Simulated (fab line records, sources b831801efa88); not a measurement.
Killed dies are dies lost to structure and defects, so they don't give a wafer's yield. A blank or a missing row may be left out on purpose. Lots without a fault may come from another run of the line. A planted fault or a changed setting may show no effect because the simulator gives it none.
Problem report in the 8D (eight disciplines) form, filled by code | flow sky130 | the parts of the form that need people (team, actions taken, sign-off) are left out

1. THE PROBLEM
VT_ADJUST_NCORE_TW at SKY_VT_ADJUST_NCORE_TW_MEAS_11 reads a mean of 234.9 on 6 wafers of 2 lots; wafers without a fault read 220.9 with a standard deviation of 1.3. That is +11 standard deviations from the usual mean.
First seen on wafer L783.1, day 9 08:58, on film_metro-04. The record holds 36 wafers of 12 lots with a number at this step. Rule for "out", or "out of limits": more than 4 standard deviations from the usual mean. The other wafers with a number count as sound.

2. WHAT IT IS AND WHAT IT IS NOT
question                    | is                           | is not
which readings at this step | VT_ADJUST_NCORE_TW           | -
which lots                  | L783, L788                   | L781, L782, L784, L793, L796, L799, L800, L801, L802, L803
which wafers of those lots  | all that have a number       | -
read on which gauges        | film_metro-03, film_metro-04 | film_metro-02
when                        | from day 9 08:58             | up to then (6 sound wafers); but 24 sound wafers of L784, L793, L796, L799, L800, L801, L802, L803 came after

3. SUSPECTS, AND WHAT RULES EACH OUT
Counting: a tool at a process step up to the reading stays a suspect if it ran every lot that is out and no sound lot after the first of them.
- the gauge at SKY_VT_ADJUST_NCORE_TW_MEAS_11: ruled out. The wafers that are out were read on 2 gauges (film_metro-03, film_metro-04).
- implanter-04 at SKY_VT_ADJUST_NCORE_IMPLANT_09: ruled out as a lasting fault. Sound lots L799, L800, L802 ran on it after its first lot that is out, L783 (day 9 08:43).
Left after counting: nothing in the record.

4. THE CAUSE (what the simulator had put in)
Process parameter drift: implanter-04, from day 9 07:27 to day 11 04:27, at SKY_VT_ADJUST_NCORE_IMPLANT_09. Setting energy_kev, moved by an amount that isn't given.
Counting ruled it out, wrongly: the rule takes a fault to strike every lot that its tool runs from its start on, and this one did not.

5. THE CHAIN OF EFFECTS, in route order
Each row: a reading whose mean over the struck wafers that have a number lies more than 3 standard deviations from the usual. Only readings for which the record gives a usual standard deviation are gone through. hours: the time from each lot's start at the first step in this table that gives one to its start at this step, as a median over the lots. sigmas: the change in usual standard deviations.
hours | step                           | reading            | usual  | on struck wafers | change | sigmas
0     | SKY_VT_ADJUST_NCORE_IMPLANT_09 | beam_energy_keV    | 10.000 | 13.189           | +3.189 | +99 or more
0     | SKY_VT_ADJUST_NCORE_TW_MEAS_11 | VT_ADJUST_NCORE_TW | 220.9  | 234.9            | +14.0  | +11
The process steps in it:
- SKY_VT_ADJUST_NCORE_IMPLANT_09
Later measuring or inspecting steps at which every struck wafer that the step has a row for has a number for every such reading, and none has moved that far: SKY_LOCAL_INTERCONNECT_CD_MEAS_11.

6. WHAT WOULD HAVE CAUGHT IT SOONER
In this record the first reading out of limits at a measuring or inspecting step was taken at day 9 08:58, 2 hours after the fault began at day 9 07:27.
The tool's own readings at SKY_VT_ADJUST_NCORE_IMPLANT_09 were out on every struck wafer that the step has a row for (beam_energy_keV): an alarm limit on them would have fired on the first of those.
